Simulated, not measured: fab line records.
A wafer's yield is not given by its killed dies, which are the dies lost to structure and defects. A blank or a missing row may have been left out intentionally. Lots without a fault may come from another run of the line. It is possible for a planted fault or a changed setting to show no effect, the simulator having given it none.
Struck lot and sound lot, side by side :: flow sky130 :: 15 steps out of a route of 708
Sound: these wafers, L385.2, L385.5, L385.6. Wafers L395.4, L395.5, L395.6 were the ones struck. The cause comes at the end.
For every step that has rows: the tool of each side, followed by ch and its chambers, followed by its first start. Under that, the readings that differ: sound wafers :: struck wafers :: difference of the means :: sigmas: that difference in standard deviations of wafers without a fault.
alike: same words and numbers on both sides, and readings whose means sit less than 2 such deviations apart. not compared: any withheld reading, any reading some wafer has no value for, any bound like >300 that may hide the same value, and any number with overlapping values for which the record gives no deviation.
A row with sigmas, a row that says differs or no value, or rows on one side alone: a step with any of these is where the two part. Numbers that have no deviation but don't overlap get no sigmas and don't part them. A reading missing from all wafers of one side parts the sides only when that side holds two or more wafers.

first, 7 steps without rows for these wafers: SKY_VIA2_HMDS_05 (prime time 60 s); SKY_VIA2_COAT_06 (resist thk 60 nm); SKY_VIA2_COAT_07 (resist thk 450 nm); SKY_VIA2_SOFTBAKE_08 (time 90 s); SKY_VIA2_EXPOSE_09 (exposes mask VIM2, target cd 200 nm); SKY_VIA2_PEB_10; SKY_VIA2_DEVELOP_11 (develop time 60 s).
SKY_VIA2_CD_MEAS_12: target cd 200 nm.
  sound on cd sem-01, day 38 14:20; struck on cd sem-02, day 41 14:47
reading: cd nm (nm)
sound: 198.4 197.6 196.5
struck: 202.0 200.5 200.4
difference: +3.5
sigmas: +2
SKY_VIA2_OVL_MEAS_13:
  sound on overlay-01, day 38 14:27; struck on overlay-01, day 41 14:52
  alike: VIA2_OVL
SKY_VIA2_ETCH_14: etches BARC in N2/H2, stops on SiO2, time 45.9 s, target depth 60 nm.
  sound on rie diel-02 ch 1,2,3, day 38 14:29; struck on rie diel-02 ch 0,1,2, day 41 14:53
  alike: chamber pressure mTorr, drypump motor current A, oes product au, throttle valve pct
  not compared: rf hours counter h
SKY_VIA2_ETCH_15: etches SiO2 in C4F8/O2/Ar, stops on TiN, target depth 546 nm, time 84 s.
  sound on rie diel-02 ch 1,2,3, day 38 14:31; struck on rie diel-02 ch 0,1,2, day 41 14:55
  alike: chamber pressure mTorr, oes product au
  not compared: rf hours counter h
SKY_VIA2_STRIP_16: strips in O2/N2.
  sound on plasma asher-02 ch 0,1, day 38 14:35; struck on plasma asher-04 ch 0,1, day 41 15:01
  alike: chamber pressure mTorr, drypump motor current A, oes product au, strip time to endpoint s
  not compared: rf hours counter h
SKY_VIA2_STRIP_17: strips in post etch residue remover, time 1200 s.
  sound on wet bench-02 ch 1, day 38 14:41; struck on wet bench-01 ch 2, day 41 15:05
  no value came back on the struck wafers for bath guard temp C (C), bath heat duty pct (%); on the sound wafers bath guard temp C (C) reads 71.8 71.7 71.8
then, 1 step without rows for these wafers: SKY_VIA2_CLEAN_18 (cleans in IPA, time 180 s).
-- the record jumps here: 9 days lie between the struck wafers' starts before and after (it left off in module VIA2 and takes up again in module PAD_OPEN, whose first step shown is number 708 of the route) --
SKY_PAD_OPEN_PROBE_99:
  sound on prober-01, day 47 19:41; struck on prober-01, day 50 03:18
reading: model.etest.via2 chain.rc ohm
sound: 9.866 9.547 10.15
struck: 12.32 11.38 11.15
difference: +1.76
sigmas: 

## WHERE THEY PART
Last at SKY_VIA2_STRIP_17 as far as this record goes, first at SKY_VIA2_CD_MEAS_12.

WHY: what the simulator had put in
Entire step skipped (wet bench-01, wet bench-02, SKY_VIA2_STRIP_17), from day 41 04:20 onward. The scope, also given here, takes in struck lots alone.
